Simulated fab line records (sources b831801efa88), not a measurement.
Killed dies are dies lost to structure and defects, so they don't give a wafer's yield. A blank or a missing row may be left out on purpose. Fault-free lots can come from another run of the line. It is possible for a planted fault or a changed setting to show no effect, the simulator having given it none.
Problem report in the 8D (eight disciplines) form, filled by code | flow sky130 | the parts of the form that need people (team, actions taken, sign-off) are left out

## 1. THE PROBLEM
NWELL_TW at SKY_NWELL_TW_MEAS_15 reads a mean of 30 on 3 wafers of 1 lot; wafers without a fault read 1809 with a standard deviation of 10. So: -99 or more standard deviations from the usual mean.
First observed at day 6 03:43: wafer L808.1, on film_metro-04. The record has a number at this step for 39 wafers belonging to 13 lots. The rule behind "out" and "out of limits": a value lying over 4 standard deviations away from the usual mean. The other wafers with a number count as sound.

## 2. WHAT THIS IS AND IS NOT
question                    | is                     | is not
which readings at this step | NWELL_TW               | -
which lots                  | L808                   | L802, L803, L804, L805, L806, L818, L819, L820, L822, L823, L824, L825
which wafers of those lots  | all that have a number | -
read on which gauges        | film_metro-04          | film_metro-02, film_metro-03
when                        | from day 6 03:43       | up to then (15 sound wafers); but 21 sound wafers of L818, L819, L820, L822, L823, L824, L825 came after

## 3. THE SUSPECTS, EACH WITH WHAT RULES IT OUT
Counting: a tool at a process step up to the reading stays a suspect if it ran every lot that is out and no sound lot after the first of them.
- the gauge at SKY_NWELL_TW_MEAS_15: ruled out. All the wafers that are out were read on film_metro-04, but those of them that SKY_PWDE_STRIP_09 has rows for are out there too, on other tools.
- plasma_asher-03 at SKY_PWDE_STRIP_09 (strips in O2/N2): ruled out as a lasting fault. The sound lots L818, L825 went through it after L808, its earliest lot that is out (day 5 08:28).
- plasma_asher-03 at SKY_NWELL_STRIP_14 (strips in O2/N2): ruled out as a lasting fault. The sound lots L822, L824 went through it after L808, its earliest lot that is out (day 6 03:37).
Left after counting: nothing in the record.

## 4. THE CAUSE (what the simulator had put in)
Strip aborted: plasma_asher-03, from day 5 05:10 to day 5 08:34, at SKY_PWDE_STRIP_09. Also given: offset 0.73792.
Counting ruled it out, wrongly: the rule takes a fault to strike every lot that its tool runs from its start on, and this one did not.

## 5. THE CHAIN OF EFFECTS, in route order
Each row: a reading where the mean over the struck wafers with a number is more than 3 standard deviations away from the usual. Readings are gone through only where the record gives a usual standard deviation; hours: the median, over the lots, of the time from a lot's start at the first step in this table giving one to that lot's start at this step; sigmas: the change measured in usual standard deviations.
hours | step                 | reading                  | usual      | on struck wafers | change | sigmas
0     | SKY_PWDE_STRIP_09    | oes_product_au           | 0.722 a.u. | 0.934            | +0.212 | +45
19    | SKY_NWELL_STRIP_14   | strip_time_to_endpoint_s | 36.90 s    | 59.37            | +22.47 | +99 or more
19    | SKY_NWELL_TW_MEAS_15 | NWELL_TW                 | 1809       | 30               | -1779  | -99 or more
Here are the process steps it includes:
- SKY_PWDE_STRIP_09: strips in O2/N2.
- SKY_NWELL_STRIP_14: strips in O2/N2.
Readings that are blank on the struck wafers while sound wafers have them: strip_time_to_endpoint_s at SKY_PWDE_STRIP_09.
Later steps that measure or inspect, where all struck wafers having a row at the step show a number for every such reading and not one has moved that far: SKY_GATE_OXIDE_TW_MEAS_14, SKY_POLY_CUT_OVL_MEAS_09.

## 6. HOW IT WOULD HAVE BEEN CAUGHT EARLIER
In this record the first reading out of limits at a measuring or inspecting step was taken at day 6 03:43, 23 hours after the fault began at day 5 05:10.
The tool's own readings at SKY_PWDE_STRIP_09 were out on every struck wafer that the step has a row for (oes_product_au): an alarm limit on them would have fired on the first of those.
